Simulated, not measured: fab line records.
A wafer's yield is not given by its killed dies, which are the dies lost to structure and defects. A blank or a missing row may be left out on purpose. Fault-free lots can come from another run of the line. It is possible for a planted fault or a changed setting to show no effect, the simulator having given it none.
Problem report in the 8D (eight disciplines) form, filled by code / flow sky130 / the parts of the form that need people (team, actions taken, sign-off) are left out

## 1. WHAT WENT WRONG
Mean of killed_at_M0_to_M3 at SKY_PAD_OPEN_PROBE_99: 86 across 3 wafers in 2 lots; on wafers with no fault it is 44 (standard deviation 6.4). Relative to the usual mean, that is a shift of +6.6 standard deviations.
First seen on wafer L697.2, day 49 10:45, on prober-01. The record holds 12 wafers of 4 lots with a number at this step. By rule, "out" or "out of limits" means more than 4 standard deviations away from the usual mean. The other wafers with a number count as sound.

## 2. WHAT THIS IS AND IS NOT
question=which readings at this step | is=killed_at_M0_to_M3 | is not=killed_at_M4_up, killed-at-contacts, killed-at-front-end, killed-open, killed-short, sort_bin_6_memory
question=which lots | is=L697, L698 | is not=L684, L701
question=which wafers of those lots | is=L697.2, L697.4, L698.6 | is not=L697.3, L698.2, L698.4
question=read on which tools | is=prober-01 | is not=prober-02
question=when | is=from day 49 10:45 | is not=up to then (3 sound wafers); but 6 sound wafers of L697, L698, L701 came after

## 3. THE SUSPECTS, EACH WITH WHAT RULES IT OUT
Counting: any tool at a process step up to the reading remains a suspect provided it ran every lot that is out. Sound lots after the first of them don't rule it out here, since some wafers of a struck lot are sound.
- rie-metal-01 at SKY_METAL2_ETCH_18 (etches BARC in N2/H2, stops on SiO2, time 45.9 s, target depth 60 nm): kept. It ran every lot that is out, first L697 (day 40 00:38).
- prober-01 at SKY_PAD_OPEN_PROBE_99: kept. It ran every lot that is out, first L697 (day 49 10:45). Its own readings are out on those wafers: killed_at_M0_to_M3.
- Within rie-metal-01 at SKY_METAL2_ETCH_18, the wafers that are out were processed in chamber 1 and their sound lot-mates in chamber 0.
What counting leaves: rie-metal-01 at SKY_METAL2_ETCH_18 and prober-01 at SKY_PAD_OPEN_PROBE_99.

## 4. THE CAUSE (what the simulator had put in)
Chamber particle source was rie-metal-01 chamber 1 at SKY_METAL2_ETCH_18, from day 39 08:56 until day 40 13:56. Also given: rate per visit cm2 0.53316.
Of the 2 suspects that counting leaves, this tool is one.

## 5. THE CHAIN OF EFFECTS, in route order
Each row: a reading where the mean over the struck wafers with a number is more than 3 standard deviations away from the usual. Scope: only readings with a usual standard deviation given in the record; hours: median across lots of the time from each lot's start at the first step in this table that gives one to its start at this step; sigmas: change in usual standard deviations.
hours=0; step=SKY_PAD_OPEN_PROBE_99; reading=defect-limited-yield; usual=82.5 %; on struck wafers=74.4; change=-8.1; sigmas=-4.3
hours=0; step=SKY_PAD_OPEN_PROBE_99; reading=killed_at_M0_to_M3; usual=44; on struck wafers=86; change=+42; sigmas=+6.6
hours=0; step=SKY_PAD_OPEN_PROBE_99; reading=killed-dies; usual=86; on struck wafers=126; change=+40; sigmas=+4.2
hours=0; step=SKY_PAD_OPEN_PROBE_99; reading=sort_bin_3_pad_short; usual=0.8 %; on struck wafers=2.3; change=+1.5; sigmas=+3.5
hours=0; step=SKY_PAD_OPEN_PROBE_99; reading=sort_bin_5_function; usual=10.5 %; on struck wafers=16.1; change=+5.6; sigmas=+3.5
hours=0; step=SKY_PAD_OPEN_PROBE_99; reading=sort-n-pass; usual=406; on struck wafers=366; change=-40; sigmas=-4.2
hours=0; step=SKY_PAD_OPEN_PROBE_99; reading=sort-yield-pct; usual=82.5 %; on struck wafers=74.4; change=-8.1; sigmas=-4.3
It contains these process steps:
- SKY_PAD_OPEN_PROBE_99

## 6. HOW IT WOULD HAVE BEEN CAUGHT EARLIER
First out-of-limits reading in this record: day 49 10:45, which is 242 hours after fault onset at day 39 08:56.
No tool reading at SKY_METAL2_ETCH_18 that has a usual standard deviation in the record was out on any struck wafer, so an alarm limit of 4 standard deviations on those readings would not have fired.
The start of SKY_METAL2_ETCH_18 on rie-metal-01 came by day 49 10:45 for every one of the lots that are out (2). Holding the tool at that point would not have protected any of them.
